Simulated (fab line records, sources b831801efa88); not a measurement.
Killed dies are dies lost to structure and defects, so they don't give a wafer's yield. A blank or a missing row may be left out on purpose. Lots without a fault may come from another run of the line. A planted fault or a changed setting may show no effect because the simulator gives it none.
Which tool did it? | flow gf180mcu | 15 lots, 42 wafers sampled, at 4 steps of a route of 602

WHAT THE GAUGES READ, wafer by wafer
GF_HV_LDD_CD_MEAS_31: target cd 400 nm. Usual: cd_nm 400.4 nm, standard deviation 1.8.
lot  | measured     | on        | cd_nm (nm)        | flag
L399 | day 11 07:44 | cd_sem-01 | 401.3 400.2 402.2 |
L400 | day 11 14:34 | cd_sem-01 | 402.0 402.9 400.2 |
L401 | day 11 16:04 | cd_sem-01 | 397.8 398.9 398.4 |
L402 | day 11 23:10 | cd_sem-01 | 399.2 402.8 399.1 |
L404 | day 12 17:12 | cd_sem-02 | 400.2 400.5 399.6 |
L405 | day 12 23:08 | cd_sem-01 | 402.8 403.5 400.6 |
L406 | day 13 08:14 | cd_sem-02 | 400.3 400.8 400.7 |
L407 | day 13 19:02 | cd_sem-01 | 402.7 400.5 402.6 |
L412 | day 15 16:17 | cd_sem-02 | 397.6 398.1       |
L414 | day 16 11:25 | cd_sem-02 | 400.1 399.1       |
L416 | day 16 21:45 | cd_sem-01 | 402.0 401.3       |
L417 | day 17 08:58 | cd_sem-02 | 398.6 397.5 397.9 |
L419 | day 17 15:16 | cd_sem-02 | 401.2 401.7 401.5 |
L420 | day 18 04:01 | cd_sem-02 | 401.8 400.3 402.6 |
L422 | day 18 20:10 | cd_sem-02 | 398.0 397.2 398.8 |

GF_HV_LDD_OVL_MEAS_32. Usual: HV_LDD_02_OVL -0.1 nm, standard deviation 1.5.
lot  | measured     | on         | HV_LDD_02_OVL (nm) | flag
L399 | day 11 07:51 | overlay-01 | 0.2 0.9 0.8        |
L400 | day 11 14:41 | overlay-02 | -2.0 -2.4 -1.7     |
L401 | day 11 16:11 | overlay-02 | -0.9 -0.3 0.8      |
L402 | day 11 23:16 | overlay-01 | 0.6 1.8 -0.3       |
L404 | day 12 17:19 | overlay-02 | 2.0 0.3 1.3        |
L405 | day 12 23:13 | overlay-02 | 0.4 -1.8 1.4       |
L406 | day 13 08:21 | overlay-02 | -1.0 -1.7 0.9      |
L407 | day 13 19:08 | overlay-02 | 2.8 2.6 0.3        |
L412 | day 15 16:24 | overlay-02 | 0.3 0.0            |
L414 | day 16 11:32 | overlay-02 | 1.2 -2.0           |
L416 | day 16 21:52 | overlay-02 | 1.4 -0.5           |
L417 | day 17 09:05 | overlay-02 | -2.5 -0.3 -0.7     |
L419 | day 17 15:21 | overlay-02 | -3.1 -2.4 -2.5     |
L420 | day 18 04:08 | overlay-01 | 1.2 1.8 2.6        |
L422 | day 18 20:16 | overlay-02 | 0.1 -3.4 -1.9      |

GF_HV_LDD_TW_MEAS_38. Usual: HV_LDD_3_TW 1427, standard deviation 11.
lot  | measured     | on            | HV_LDD_3_TW    | flag
L399 | day 11 08:35 | film_metro-02 | 1417 1411 1413 |
L400 | day 11 15:25 | film_metro-02 | 1412 1413 1413 |
L401 | day 11 16:56 | film_metro-04 | 1424 1427 1429 |
L402 | day 12 00:01 | film_metro-04 | 1419 1422 1428 |
L404 | day 12 18:04 | film_metro-04 | 1427 1425 1427 |
L405 | day 12 23:58 | film_metro-04 | 1424 1426 1419 |
L406 | day 13 09:05 | film_metro-01 | 1438 1435 1426 |
L407 | day 13 19:53 | film_metro-01 | 1435 1432 1439 |
L412 | day 15 17:08 | film_metro-04 | 1436 1425      |
L414 | day 16 12:17 | film_metro-04 | 1435 1431      |
L416 | day 16 22:37 | film_metro-02 | 1403 1404      |
L417 | day 17 09:50 | film_metro-01 | 1442 1437 1449 |
L419 | day 17 16:06 | film_metro-04 | 1418 1415 1414 |
L420 | day 18 04:52 | film_metro-01 | 1445 1437 1437 |
L422 | day 18 21:00 | film_metro-02 | 1415 1416 1418 |

WHICH TOOL RAN EACH LOT (tool, then ch and the chambers of the sampled wafers, then the start)
lot  | GF_POLY_GATE_SOFTBAKE_06
L399 | litho_track-02 ch 0, day 8 12:00
L400 | litho_track-03 ch 0, day 9 00:00
L401 | litho_track-02 ch 0, day 9 00:00
L402 | litho_track-04 ch 0, day 9 05:00
L404 | litho_track-02 ch 0, day 9 21:00
L405 | litho_track-04 ch 0, day 10 03:00
L406 | litho_track-02 ch 0, day 10 09:00
L407 | litho_track-04 ch 0, day 10 18:00
L412 | litho_track-03 ch 0, day 12 07:00
L414 | litho_track-03 ch 0, day 13 00:00
L416 | litho_track-03 ch 0, day 13 10:00
L417 | litho_track-02 ch 0, day 13 18:00
L419 | litho_track-04 ch 0, day 14 04:00
L420 | litho_track-02 ch 0, day 14 19:00
L422 | litho_track-02 ch 0, day 15 07:00
- GF_POLY_GATE_SOFTBAKE_06: time 60 s.

WHAT THE TOOLS THEMSELVES READ (means of the sampled wafers that have a number; where no wafer has one, the mark that the record gives instead)
GF_POLY_GATE_SOFTBAKE_06. Usual: plate_temp_C 130.00 C, standard deviation 0.15; run_length_s 89.16 s, standard deviation 0.21.
lot  | tool           | plate_temp_C (C) | run_length_s (s) | flag
L399 | litho_track-02 | 130.13           | 88.89            |
L400 | litho_track-03 | 130.04           | 89.24            |
L401 | litho_track-02 | 130.04           | 88.91            |
L402 | litho_track-04 | 130.12           | 89.32            |
L404 | litho_track-02 | 130.08           | 88.92            |
L405 | litho_track-04 | 130.21           | 89.21            |
L406 | litho_track-02 | 130.23           | 88.93            |
L407 | litho_track-04 | 129.88           | 89.32            |
L412 | litho_track-03 | 130.00           | 91.54            | OFF
L414 | litho_track-03 | 129.99           | 91.50            | OFF
L416 | litho_track-03 | 130.01           | 91.43            | OFF
L417 | litho_track-02 | 129.78           | 88.93            |
L419 | litho_track-04 | 130.02           | 89.35            |
L420 | litho_track-02 | 130.03           | 88.96            |
L422 | litho_track-02 | 130.27           | 89.03            |

THE ANSWER, worked out from the rows above alone
Rule: a lot is off if the mean of its wafers that have a number lies more than 3 standard deviations from the usual mean. A lot without any number at a reading at which 4 lots or more have one is off too. The other lots that the step has rows for count as sound. The gauges are gone through in route order, then the tools' own readings, and for those a lot's mean is taken as printed above. The first step at which some lot is off is used, and at that step the reading that is off furthest; a lot without a number counts as furthest.
Off: L412, L414, L416, at GF_POLY_GATE_SOFTBAKE_06 (run_length_s).
A tool fits if, at that step or a process step before it, it ran every lot that is off, and no sound lot after the first of them. One fits: litho_track-03 at GF_POLY_GATE_SOFTBAKE_06. Its last sound lot is L400 (day 9 00:00), its first lot that is off L412 (day 12 07:00): a fault that began between those two fits.
The tool's own readings at GF_POLY_GATE_SOFTBAKE_06 bear it out: on the lots that are off they differ by more than 5 times the standard deviation of the sound lots' means. run_length_s reads 91.49 s there against 89.08 s on the sound lots.

WHAT THE SIMULATOR HAD PUT IN
Process parameter drift: litho_track-03, from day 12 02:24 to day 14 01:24, at GF_POLY_GATE_SOFTBAKE_06. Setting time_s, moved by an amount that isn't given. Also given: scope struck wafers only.
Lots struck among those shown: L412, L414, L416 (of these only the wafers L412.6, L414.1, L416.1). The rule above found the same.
